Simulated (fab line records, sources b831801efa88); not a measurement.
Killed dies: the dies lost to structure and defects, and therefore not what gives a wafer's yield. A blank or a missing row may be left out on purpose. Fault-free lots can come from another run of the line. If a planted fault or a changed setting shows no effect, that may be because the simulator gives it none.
Chamber matching || flow sky130 || SKY_LI_CONTACT_CMP_02 on cmp-01: 4 sister chambers
The step polishes PSG. 16 wafers are shown with their chamber, then 8 later ones without.

## EACH WAFER AND ITS CHAMBER
{"wafer": "L410.2", "chamber": 0, "motor_current_A (A)": 11.5, "time_to_endpoint_s (s)": 30.4, "retaining_ring_pressure_frac": 1.000}
{"wafer": "L410.3", "chamber": 3, "motor_current_A (A)": 11.1, "time_to_endpoint_s (s)": 32.0, "retaining_ring_pressure_frac": 1.010}
{"wafer": "L410.6", "chamber": 3, "motor_current_A (A)": 10.7, "time_to_endpoint_s (s)": 30.0, "retaining_ring_pressure_frac": 0.996}
{"wafer": "L418.1", "chamber": 3, "motor_current_A (A)": 11.0, "time_to_endpoint_s (s)": 30.2, "retaining_ring_pressure_frac": 0.997}
{"wafer": "L418.2", "chamber": 1, "motor_current_A (A)": 11.7, "time_to_endpoint_s (s)": 30.8, "retaining_ring_pressure_frac": 1.004}
{"wafer": "L418.3", "chamber": 2, "motor_current_A (A)": 13.4, "time_to_endpoint_s (s)": 28.0, "retaining_ring_pressure_frac": 0.996}
{"wafer": "L420.2", "chamber": 1, "motor_current_A (A)": 12.4, "time_to_endpoint_s (s)": 29.2, "retaining_ring_pressure_frac": 1.002}
{"wafer": "L420.4", "chamber": 2, "motor_current_A (A)": 13.4, "time_to_endpoint_s (s)": 30.2, "retaining_ring_pressure_frac": 0.994}
{"wafer": "L421.4", "chamber": 2, "motor_current_A (A)": 13.5, "time_to_endpoint_s (s)": 30.1, "retaining_ring_pressure_frac": 1.008}
{"wafer": "L426.1", "chamber": 2, "motor_current_A (A)": 13.2, "time_to_endpoint_s (s)": 35.0, "retaining_ring_pressure_frac": 0.996}
{"wafer": "L426.3", "chamber": 3, "motor_current_A (A)": 11.2, "time_to_endpoint_s (s)": 32.0, "retaining_ring_pressure_frac": 1.004}
{"wafer": "L426.5", "chamber": 0, "motor_current_A (A)": 12.5, "time_to_endpoint_s (s)": 35.5, "retaining_ring_pressure_frac": 0.996}
{"wafer": "L427.4", "chamber": 2, "motor_current_A (A)": 13.6, "time_to_endpoint_s (s)": 31.8, "retaining_ring_pressure_frac": 1.001}
{"wafer": "L427.5", "chamber": 0, "motor_current_A (A)": 12.1, "time_to_endpoint_s (s)": 31.5, "retaining_ring_pressure_frac": 1.002}
{"wafer": "L427.6", "chamber": 3, "motor_current_A (A)": 11.3, "time_to_endpoint_s (s)": 33.9, "retaining_ring_pressure_frac": 0.998}
{"wafer": "L428.2", "chamber": 3, "motor_current_A (A)": 10.7, "time_to_endpoint_s (s)": 33.9, "retaining_ring_pressure_frac": 1.003}

SIGNATURES (means of the wafers above)
{"reading": "motor_current_A", "chamber 0": 12.033, "chamber 1": 12.050, "chamber 2": 13.420, "chamber 3": 11.000, "scatter within a chamber": 0.311}
{"reading": "time_to_endpoint_s", "chamber 0": 32.467, "chamber 1": 30.000, "chamber 2": 31.020, "chamber 3": 32.000, "scatter within a chamber": 2.18}
{"reading": "retaining_ring_pressure_frac", "chamber 0": 0.99933, "chamber 1": 1.00300, "chamber 2": 0.99900, "chamber 3": 1.00133, "scatter within a chamber": 0.00493}
Rule: a wafer lies at a distance from a chamber equal to the root of the sum of squares, over the readings, of (its reading less the chamber's mean, divided by the reading's scatter). If the next closest chamber is less than 2 further off than the closest, the wafer can't be placed; otherwise it belongs to the closest. The scatter: the root of (the sum of the squares of (reading less its chamber's mean) over the shown wafers, divided by (wafers less chambers)).

## WAFERS WITH NO CHAMBER GIVEN
{"wafer": "L428.3", "motor_current_A (A)": 11.8, "time_to_endpoint_s (s)": 34.8, "retaining_ring_pressure_frac": 0.998}
{"wafer": "L428.5", "motor_current_A (A)": 10.7, "time_to_endpoint_s (s)": 29.8, "retaining_ring_pressure_frac": 0.999}
{"wafer": "L430.3", "motor_current_A (A)": 12.0, "time_to_endpoint_s (s)": 31.1, "retaining_ring_pressure_frac": 1.002}
{"wafer": "L430.4", "motor_current_A (A)": 12.6, "time_to_endpoint_s (s)": 31.7, "retaining_ring_pressure_frac": 0.998}
{"wafer": "L430.6", "motor_current_A (A)": 10.8, "time_to_endpoint_s (s)": 31.3, "retaining_ring_pressure_frac": 1.001}
{"wafer": "L432.2", "motor_current_A (A)": 11.9, "time_to_endpoint_s (s)": 30.6, "retaining_ring_pressure_frac": 1.006}
{"wafer": "L432.3", "motor_current_A (A)": 13.6, "time_to_endpoint_s (s)": 31.1, "retaining_ring_pressure_frac": 0.992}
{"wafer": "L432.5", "motor_current_A (A)": 13.6, "time_to_endpoint_s (s)": 31.5, "retaining_ring_pressure_frac": 0.997}

## WHICH CHAMBER EACH ONE RAN IN
{"wafer": "L428.3", "from the rows above": "can't be placed: 0 or 1 or 3", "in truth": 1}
{"wafer": "L428.5", "from the rows above": 3, "in truth": 3}
{"wafer": "L430.3", "from the rows above": "can't be placed: 1 or 0", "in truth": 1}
{"wafer": "L430.4", "from the rows above": "can't be placed: 0 or 1 or 2", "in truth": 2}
{"wafer": "L430.6", "from the rows above": 3, "in truth": 3}
{"wafer": "L432.2", "from the rows above": "can't be placed: 1 or 0", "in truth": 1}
{"wafer": "L432.3", "from the rows above": 2, "in truth": 2}
{"wafer": "L432.5", "from the rows above": 2, "in truth": 2}
4 of 8 placed correctly. From these rows, 4 cannot be placed; in 4 the true chamber is one of the candidates. Wrongly placed: 0.
